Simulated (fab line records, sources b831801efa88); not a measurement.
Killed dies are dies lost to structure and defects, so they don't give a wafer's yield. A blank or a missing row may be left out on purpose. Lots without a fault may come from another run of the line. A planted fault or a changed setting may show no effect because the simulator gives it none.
Problem report in the 8D (eight disciplines) form, filled by code | flow gf180mcu | the parts of the form that need people (team, actions taken, sign-off) are left out

1. THE PROBLEM
MVSD_OVL at GF_MVSD_OVL_MEAS_07 reads a mean of -130.7 nm on 9 wafers of 3 lots; wafers without a fault read 1.5 nm with a standard deviation of 1.5. That is -88 standard deviations from the usual mean.
First seen on wafer L553.1, day 6 22:13, on overlay-01. The record holds 42 wafers of 14 lots with a number at this step. Rule for "out", or "out of limits": more than 4 standard deviations from the usual mean. The other wafers with a number count as sound.

2. WHAT IT IS AND WHAT IT IS NOT
question                    | is                     | is not
which readings at this step | MVSD_OVL               | -
which lots                  | L553, L555, L557       | L543, L544, L545, L546, L551, L558, L561, L562, L563, L564, L565
which wafers of those lots  | all that have a number | -
read on which gauges        | overlay-01, overlay-02 | -
when                        | from day 6 22:13       | up to then (15 sound wafers); but 18 sound wafers of L558, L561, L562, L563, L564, L565 came after

3. SUSPECTS, AND WHAT RULES EACH OUT
Counting: a tool at a process step up to the reading stays a suspect if it ran every lot that is out and no sound lot after the first of them.
- the gauge at GF_MVSD_OVL_MEAS_07: ruled out. The wafers that are out were read on 2 gauges (overlay-01, overlay-02).
- iline_stepper-02 at GF_MVSD_EXPOSE_04 (exposes mask MVSD, target cd 1000 nm): kept. It ran every lot that is out, first L553 (day 6 14:48), and no sound lot after that; its last sound lot up to then is L544 (day 4 07:35).
Left after counting: iline_stepper-02 at GF_MVSD_EXPOSE_04.

4. THE CAUSE (what the simulator had put in)
Scanner matching overlay: iline_stepper-02, from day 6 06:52 on, at GF_MVSD_EXPOSE_04. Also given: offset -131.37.
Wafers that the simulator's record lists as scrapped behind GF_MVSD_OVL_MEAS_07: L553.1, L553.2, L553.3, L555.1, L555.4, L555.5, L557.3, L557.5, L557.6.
Counting left only this tool.

5. THE CHAIN OF EFFECTS, in route order
Each row: a reading whose mean over the struck wafers that have a number lies more than 3 standard deviations from the usual. Only readings for which the record gives a usual standard deviation are gone through. hours: the time from each lot's start at the first step in this table that gives one to its start at this step, as a median over the lots. sigmas: the change in usual standard deviations.
hours | step                | reading  | usual  | on struck wafers | change | sigmas
0     | GF_MVSD_OVL_MEAS_07 | MVSD_OVL | 1.5 nm | -130.7           | -132.2 | -88

6. WHAT WOULD HAVE CAUGHT IT SOONER
In this record the first reading out of limits at a measuring or inspecting step was taken at day 6 22:13, 15 hours after the fault began at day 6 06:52.
Of the lots that are out (3), L555, L557 began GF_MVSD_EXPOSE_04 on iline_stepper-02 after day 6 22:13. A hold on the tool at that time would have spared those 2.
